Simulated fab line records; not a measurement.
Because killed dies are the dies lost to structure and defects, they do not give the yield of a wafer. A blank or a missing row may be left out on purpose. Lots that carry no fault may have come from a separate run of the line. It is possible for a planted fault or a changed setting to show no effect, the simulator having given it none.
Chamber matching + flow sky130 + SKY_VIA2_CMP_24 on cmp-01 has 4 sister chambers
The step polishes, stops on SiO2, t overpolish 20 s, target thk 0 nm. 4 wafers are shown with their chamber, then 7 later ones without.

== WAFERS WITH THEIR CHAMBER ==
| wafer  | chamber | motor-current-A (A) |
|--------|---------|---------------------|
| L589.4 | 2       | 10.2                |
| L590.3 | 1       | 11.3                |
| L593.1 | 0       | 12.5                |
| L593.2 | 3       | 10.8                |

== WAFERS WITHOUT THEIR CHAMBER ==
| wafer  | motor-current-A (A) |
|--------|---------------------|
| L593.4 | 11.2                |
| L595.2 | 9.7                 |
| L595.3 | 10.7                |
| L595.6 | 10.6                |
| L594.1 | 10.6                |
| L594.2 | 11.8                |
| L594.3 | 10.1                |

== CHAMBER TAKEN BY EACH ==
| wafer  | from the rows above          | in truth |
|--------|------------------------------|----------|
| L593.4 | can't be placed: 1 or 3      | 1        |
| L595.2 | 2                            | 2        |
| L595.3 | can't be placed: 3 or 2 or 1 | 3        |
| L595.6 | can't be placed: 3 or 2 or 1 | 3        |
| L594.1 | can't be placed: 3 or 2 or 1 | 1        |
| L594.2 | can't be placed: 1 or 0 or 3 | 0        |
| L594.3 | 2                            | 2        |
Placed correctly: 2 of 7. Can't be placed from these rows: 5 (the true chamber is among the candidates in 5). Wrongly placed: 0.
How it was worked out, from the rows above alone: a wafer's distance from a chamber is the root of the sum, over the readings, of the square of ((its reading less the chamber's mean) divided by the reading's scatter). If the next closest chamber is less than 2 further off than the closest, the wafer can't be placed; otherwise it belongs to the closest. Each chamber's mean is taken over the wafers shown for it. The scatter: root of mean squared gap, hidden wafer to nearest shown wafer, with one shown wafer a chamber.
